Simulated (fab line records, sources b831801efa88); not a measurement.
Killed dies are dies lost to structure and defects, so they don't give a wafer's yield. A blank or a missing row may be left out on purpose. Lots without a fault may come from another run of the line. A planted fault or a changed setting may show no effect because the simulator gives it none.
Which tool did it? | flow sky130 | 24 lots, 72 wafers sampled, at 3 steps of a route of 708

WHAT THE GAUGES READ, wafer by wafer
SKY_SONOS_TUNNEL_TW_MEAS_12.
lot  | measured     | on            | SONOS_TUNNEL_TW
L074 | day 11 04:36 | film_metro-04 | 197.6 197.4 197.8
L075 | day 11 21:27 | film_metro-04 | 198.4 196.7 197.8
L076 | day 11 21:41 | film_metro-04 | 197.8 199.0 198.7
L077 | day 12 08:37 | film_metro-01 | 194.4 194.0 194.8
L078 | day 12 15:32 | film_metro-03 | 197.8 198.0 196.9
L079 | day 12 20:42 | film_metro-04 | 197.7 196.5 196.6
L080 | day 13 04:24 | film_metro-04 | 197.8 197.2 197.6
L081 | day 13 14:29 | film_metro-03 | 197.8 198.6 197.6
L082 | day 13 20:21 | film_metro-03 | 196.6 196.8 196.3
L083 | day 14 05:02 | film_metro-03 | 198.3 198.9 199.2
L084 | day 14 14:47 | film_metro-03 | 199.4 200.2 199.5
L085 | day 14 20:06 | film_metro-04 | 198.4 197.6 197.7
L086 | day 15 02:17 | film_metro-03 | 197.1 196.8 196.9
L087 | day 15 14:39 | film_metro-01 | 195.8 195.0 194.4
L088 | day 16 01:34 | film_metro-03 | 197.6 196.7 197.1
L089 | day 16 11:50 | film_metro-03 | 196.7 197.1 197.5
L090 | day 16 13:47 | film_metro-04 | 199.0 197.0 197.6
L091 | day 16 18:47 | film_metro-03 | 196.5 197.3 197.1
L092 | day 17 02:53 | film_metro-03 | 196.6 196.2 197.5
L093 | day 17 14:36 | film_metro-04 | 197.7 198.8 197.8
L094 | day 17 18:30 | film_metro-03 | 196.8 196.3 197.0
L095 | day 18 03:05 | film_metro-04 | 197.9 196.9 196.3
L096 | day 18 10:26 | film_metro-03 | 197.1 197.3 197.0
L097 | day 18 21:28 | film_metro-04 | 198.3 196.8 195.5

SKY_RES_XHIGH_TW_MEAS_09.
lot  | measured     | on            | RES_XHIGH_TW
L074 | day 26 21:40 | film_metro-01 | 1652 1650 1654
L075 | day 27 07:32 | film_metro-01 | 1652 1658 1653
L076 | day 27 10:56 | film_metro-02 | 1635 1635 1636
L077 | day 27 22:01 | film_metro-03 | 1611 1610 1618
L078 | day 27 22:55 | film_metro-03 | 1614 1606 1610
L079 | day 28 08:35 | film_metro-02 | 1622 1629 1633
L080 | day 28 16:54 | film_metro-02 | 1622 1620 1624
L081 | day 28 23:40 | film_metro-03 | 1629 1623 1627
L082 | day 29 04:13 | film_metro-03 | 1624 1622 1630
L083 | day 29 17:46 | film_metro-03 | 1619 1632 1632
L084 | day 30 04:53 | film_metro-02 | 1630 1621 1613
L085 | day 30 09:58 | film_metro-02 | 1625 1614 1634
L086 | day 31 02:11 | film_metro-02 | 1624 1616 1629
L087 | day 31 08:42 | film_metro-03 | 1608 1615 1621
L088 | day 31 13:32 | film_metro-03 | 1616 1614 1629
L089 | day 32 07:20 | film_metro-03 | 1613 1603 1603
L090 | day 32 06:41 | film_metro-03 | 1613 1613 1617
L091 | day 32 05:14 | film_metro-02 | 1632 1631 1632
L092 | day 33 12:55 | film_metro-01 | 1645 1643 1640
L093 | day 33 13:13 | film_metro-03 | 1613 1609 1624
L094 | day 33 13:32 | film_metro-03 | 1608 1605 1609
L095 | day 33 13:52 | film_metro-03 | 1613 1614 1612
L096 | day 33 16:34 | film_metro-01 | 1649 1641 1637
L097 | day 34 00:26 | film_metro-03 | 1617 1626 1624

WHICH TOOL RAN EACH LOT (tool, then ch and the chambers of the sampled wafers, then the start)
lot  | SKY_DNWELL_STRIP_08
L074 | plasma_asher-01 ch 0,1, day 3 03:25
L075 | plasma_asher-02 ch 0, day 3 08:41
L076 | plasma_asher-02 ch 0,1, day 3 15:22
L077 | plasma_asher-04 ch 0,1, day 3 20:52
L078 | plasma_asher-02 ch 0,1, day 4 00:35
L079 | plasma_asher-02 ch 0,1, day 4 06:13
L080 | plasma_asher-01 ch 0,1, day 4 10:18
L081 | plasma_asher-01 ch 1, day 4 17:31
L082 | plasma_asher-02 ch 0,1, day 4 22:49
L083 | plasma_asher-02 ch 0,1, day 5 04:37
L084 | plasma_asher-02 ch 0,1, day 5 09:43
L085 | plasma_asher-04 ch 1, day 5 14:41
L086 | plasma_asher-04 ch 0,1, day 5 19:10
L087 | plasma_asher-01 ch 0,1, day 6 02:19
L088 | plasma_asher-02 ch 0,1, day 6 10:46
L089 | plasma_asher-01 ch 0,1, day 6 15:13
L090 | plasma_asher-01 ch 0,1, day 6 19:02
L091 | plasma_asher-01 ch 0,1, day 6 23:13
L092 | plasma_asher-02 ch 0,1, day 7 03:04
L093 | plasma_asher-02 ch 0,1, day 7 11:01
L094 | plasma_asher-01 ch 0,1, day 7 15:37
L095 | plasma_asher-01 ch 0,1, day 7 20:19
L096 | plasma_asher-01 ch 0,1, day 8 03:43
L097 | plasma_asher-02 ch 0,1, day 8 09:39
- SKY_DNWELL_STRIP_08: strips in O2/N2.

WHAT THE TOOLS THEMSELVES READ (means of the sampled wafers that have a number; where no wafer has one, the mark that the record gives instead)
SKY_DNWELL_STRIP_08.
lot  | tool            | drypump_motor_current_A (A) | oes_product_au (a.u.) | strip_time_to_endpoint_s (s)
L074 | plasma_asher-01 | 6.1                         | 0.722                 | 37.00
L075 | plasma_asher-02 | 6.8                         | 0.724                 | 36.94
L076 | plasma_asher-02 | 5.9                         | 0.723                 | 36.87
L077 | plasma_asher-04 | 6.3                         | 0.719                 | 36.94
L078 | plasma_asher-02 | 5.9                         | 0.718                 | 36.84
L079 | plasma_asher-02 | 6.3                         | 0.721                 | 36.92
L080 | plasma_asher-01 | 6.1                         | 0.720                 | 36.93
L081 | plasma_asher-01 | 6.4                         | 0.721                 | 36.91
L082 | plasma_asher-02 | 5.9                         | 0.724                 | 37.01
L083 | plasma_asher-02 | 5.9                         | 0.719                 | 37.03
L084 | plasma_asher-02 | 6.3                         | 0.720                 | 36.95
L085 | plasma_asher-04 | 5.8                         | 0.723                 | 36.99
L086 | plasma_asher-04 | 6.0                         | 0.721                 | 36.98
L087 | plasma_asher-01 | 5.7                         | 0.720                 | 37.00
L088 | plasma_asher-02 | 5.9                         | 0.721                 | 36.95
L089 | plasma_asher-01 | 6.1                         | 0.724                 | 36.98
L090 | plasma_asher-01 | 5.7                         | 0.727                 | 36.86
L091 | plasma_asher-01 | 6.1                         | 0.717                 | 37.02
L092 | plasma_asher-02 | 6.4                         | 0.722                 | 36.88
L093 | plasma_asher-02 | 5.9                         | 0.721                 | 36.97
L094 | plasma_asher-01 | 6.1                         | 0.725                 | 36.96
L095 | plasma_asher-01 | 5.7                         | 0.717                 | 37.06
L096 | plasma_asher-01 | 6.1                         | 0.723                 | 36.95
L097 | plasma_asher-02 | 6.4                         | 0.727                 | 36.97

THE ANSWER, worked out from the rows above alone
Rule: what is usual is taken from the lots themselves. Put in order of their means at a reading, lots are off if they are a third of the lots or fewer, leave a main group of 4 or more, and stand apart from it by a gap of 3 or more times the standard deviation of the main group's means; of several such gaps the widest counts. A main group whose means are all the same, to the digits that the tables above print for the reading, isn't used. A lot without any number at a reading at which 4 lots or more have one is off too. The other lots that the step has rows for count as sound. The gauges are gone through in route order, then the tools' own readings, and for those a lot's mean is taken as printed above. The first step at which some lot is off is used, and at that step the reading that is off furthest; a lot without a number counts as furthest.
No lot is off at any reading shown: from this, nothing can be told.

WHAT THE SIMULATOR HAD PUT IN
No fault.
